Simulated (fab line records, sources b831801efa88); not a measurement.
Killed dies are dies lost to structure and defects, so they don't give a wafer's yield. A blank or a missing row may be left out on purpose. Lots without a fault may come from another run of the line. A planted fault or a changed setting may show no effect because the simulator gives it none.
One fault seen from 2 desks | flow gf180mcu | each desk has only its own numbers; what lay behind them comes last

THE METROLOGY DESK
What the gauges read, lot by lot, whatever tool the lot ran on: means of the sampled wafers that have a number. A lot is out of limits, marked OUT, if its mean lies more than 4 standard deviations from the usual mean; the brackets give that distance.
Columns: A = cd_nm at GF_HV_LDD_CD_MEAS_19, usual 404.7 nm
lot  | first seen here | A
L131 | day 11 02:57    | 403.5
L132 | day 11 10:36    | 402.1
L137 | day 12 20:26    | 404.1
L138 | day 13 05:38    | 408.0
L141 | day 14 09:51    | 404.5
L145 | day 15 15:03    | 404.3
L146 | day 15 19:49    | 403.7
L147 | day 15 22:58    | 403.0
L148 | day 16 08:59    | 402.5
L149 | day 16 16:14    | 404.3
L150 | day 17 03:04    | 404.8
L152 | day 17 16:04    | 404.2
This desk's finding: nothing out of limits on any of the 12 lots.

THE TOOL OWNER'S DESK: furnace-02
The tool's own readings at GF_DUAL_GATE_OXIDATION_15 (stabilise 600 s, purge 300 s, target thk 7.098 nm): means of the sampled wafers that have a number, for each lot that ran on this tool. A lot is out of limits, marked OUT, if its mean lies more than 4 standard deviations from the usual mean; the brackets give that distance.
Columns: A = spike_tc_bottom_C at GF_DUAL_GATE_OXIDATION_15, usual 867.9 C; B = spike_tc_centre_C at GF_DUAL_GATE_OXIDATION_15, usual 850.6 C; C = spike_tc_lower_C at GF_DUAL_GATE_OXIDATION_15, usual 850.3 C; D = spike_tc_top_C at GF_DUAL_GATE_OXIDATION_15, usual 860.0 C; E = spike_tc_upper_C at GF_DUAL_GATE_OXIDATION_15, usual 851.7 C; F = zone_power_bottom_pct at GF_DUAL_GATE_OXIDATION_15, usual 27.9 %
lot  | first seen here | A               | B               | C               | D               | E               | F
L131 | day 8 17:23     | 868.4           | 849.6           | 849.4           | 858.5           | 851.9           | 27.7
L132 | day 9 00:33     | 867.9           | 850.5           | 849.2           | 859.5           | 851.3           | 27.5
L137 | day 10 06:46    | 848.1 (-16) OUT | 830.0 (-19) OUT | 829.9 (-19) OUT | 838.9 (-18) OUT | 831.2 (-19) OUT | 26.4 (-4.5) OUT
L138 | day 10 15:37    | 847.7 (-17) OUT | 829.8 (-19) OUT | 829.6 (-19) OUT | 839.3 (-17) OUT | 830.5 (-19) OUT | 26.7
L146 | day 12 23:52    | 867.4           | 849.1           | 849.3           | 860.2           | 852.3           | 27.7
L147 | day 13 04:58    | 868.9           | 850.8           | 849.7           | 859.5           | 852.5           | 27.8
L148 | day 13 12:04    | 868.6           | 850.8           | 850.6           | 860.5           | 850.6           | 27.6
L149 | day 13 19:20    | 869.3           | 850.8           | 849.4           | 860.1           | 851.1           | 27.5
L150 | day 14 05:42    | 867.8           | 850.3           | 849.8           | 859.3           | 852.1           | 27.9
L152 | day 14 16:02    | 868.2           | 851.1           | 850.0           | 859.9           | 851.7           | 27.7
This desk's finding: out of limits on L137, L138; first on L137, day 10 06:46 (spike_tc_bottom_C at GF_DUAL_GATE_OXIDATION_15). In limits: L131, L132, L146, L147, L148, L149, L150, L152.

PUT TOGETHER
The tool owner's desk could have raised an alarm at day 10 06:46, on L137, L138.
The metrology desk saw nothing out of limits.
The metrology desk has L137, L138 on record, within its limits.
Of the lots named, all ran GF_DUAL_GATE_OXIDATION_15 on furnace-02.

WHAT THE SIMULATOR HAD PUT IN
Process parameter drift: furnace-02, from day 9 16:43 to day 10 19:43, at GF_DUAL_GATE_OXIDATION_15. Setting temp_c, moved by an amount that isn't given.
Lots struck among those shown: L137, L138.
Hours from the fault's start to each desk's first reading out of limits: the tool owner's desk, 14.
